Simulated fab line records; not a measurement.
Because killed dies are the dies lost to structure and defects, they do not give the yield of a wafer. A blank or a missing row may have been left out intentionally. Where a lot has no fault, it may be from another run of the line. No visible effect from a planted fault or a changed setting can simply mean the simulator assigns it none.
The tool behind it: which one? / flow sky130 / at 1 step of a route of 708, 6 lots with 18 wafers sampled

== WHAT EACH GAUGE READ, for each wafer ==
SKY_RES_PROTECT_TW_MEAS_08.
lot=L461; measured=day 16 03:35; on=film metro-02; POLY_GATE_TW=4041 4077 4061
lot=L465; measured=day 17 21:50; on=film metro-02; POLY_GATE_TW=4041 4028 4046
lot=L467; measured=day 18 10:22; on=film metro-01; POLY_GATE_TW=4075 4069 4086
lot=L474; measured=day 21 00:41; on=film metro-03; POLY_GATE_TW=4059 4066 4063
lot=L476; measured=day 21 15:23; on=film metro-03; POLY_GATE_TW=4078 4073 4106
lot=L479; measured=day 23 11:27; on=film metro-02; POLY_GATE_TW=4098 4070 4100

== WHAT TOOL EACH LOT RAN ON (gives the tool, then ch and the chambers of the sampled wafers, and finally the start) ==
There is no process step in the record ahead of these readings.

== THE ANSWER, worked out from the rows above alone ==
Rule: the lots themselves supply what counts as usual. The widest of any qualifying gaps counts: lots, ordered by their means at a reading, are off when they make up no more than a third of the lots, leave a main group of 4 or more, and stand apart from it by 3 or more times the standard deviation of that group's means. Not used: any main group whose means are identical at the precision the tables above print for the reading. A lot without any number at a reading at which 4 lots or more have one is off too. All remaining lots with rows at the step are treated as sound.
Across all readings shown, no lot is off: no conclusion can be drawn from this.

== WHAT THE SIMULATOR PUT IN ==
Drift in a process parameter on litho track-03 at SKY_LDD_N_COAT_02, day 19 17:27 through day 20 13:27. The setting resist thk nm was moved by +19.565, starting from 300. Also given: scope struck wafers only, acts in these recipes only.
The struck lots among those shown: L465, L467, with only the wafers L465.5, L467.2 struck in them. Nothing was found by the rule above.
